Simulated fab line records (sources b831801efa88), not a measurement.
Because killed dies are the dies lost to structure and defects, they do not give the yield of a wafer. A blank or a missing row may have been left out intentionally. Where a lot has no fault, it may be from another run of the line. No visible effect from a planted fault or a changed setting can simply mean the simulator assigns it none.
Which tool is to blame? -- flow sky130 -- Sampling: 12 lots, 36 wafers, 2 of 708 route steps

## WHAT THE GAUGES READ, wafer by wafer
SKY_RES_XHIGH_TW_MEAS_09.
lot,measured,on,RES_XHIGH_TW
L075,day 27 13:02,film-metro-02,1636 1627 1631
L077,day 28 12:53,film-metro-03,1595 1612 1610
L078,day 29 03:38,film-metro-04,1642 1643 1651
L081,day 29 12:37,film-metro-04,1644 1640 1644
L084,day 30 09:44,film-metro-02,1644 1649 1647
L085,day 30 19:53,film-metro-03,1610 1610 1619
L087,day 30 23:48,film-metro-02,1649 1631 1646
L089,day 31 15:02,film-metro-02,1626 1627 1636
L091,day 32 04:29,film-metro-03,1606 1615 1623
L093,day 32 21:04,film-metro-02,1627 1625 1634
L095,day 33 18:19,film-metro-04,1643 1647 1652
L097,day 34 01:50,film-metro-04,1647 1649 1645

## TOOL THAT RAN EACH LOT (tool first, then ch and the chambers of the sampled wafers, then the start)
lot,SKY_RES_XHIGH_STRIP_08
L075,"plasma-asher-01 ch 0, day 27 12:55"
L077,"plasma-asher-03 ch 0,1, day 28 12:48"
L078,"plasma-asher-01 ch 0,1, day 29 03:32"
L081,"plasma-asher-03 ch 0, day 29 12:31"
L084,"plasma-asher-03 ch 0,1, day 30 09:38"
L085,"plasma-asher-03 ch 0,1, day 30 19:47"
L087,"plasma-asher-03 ch 0,1, day 30 23:41"
L089,"plasma-asher-01 ch 0,1, day 31 14:56"
L091,"plasma-asher-04 ch 0,1, day 32 04:23"
L093,"plasma-asher-04 ch 0,1, day 32 20:58"
L095,"plasma-asher-01 ch 0,1, day 33 18:13"
L097,"plasma-asher-03 ch 0,1, day 34 01:44"
- SKY_RES_XHIGH_STRIP_08: strips in O2/N2.

## THE ANSWER, worked out from the rows above alone
Rule: the usual values come from the lots themselves. Put in order of their means at a reading, lots are off if they are a third of the lots or fewer, leave a main group of 4 or more, and stand apart from it by a gap of 3 or more times the standard deviation of the main group's means; of several such gaps the widest counts. If all means in a main group match to the digits the tables above print for the reading, that group is not used. A lot without any number at a reading at which 4 lots or more have one is off too. Any other lot the step has rows for is counted as sound.
No lot is off on any of the readings shown, so nothing can be concluded from this.

## WHAT WAS PUT IN BY THE SIMULATOR
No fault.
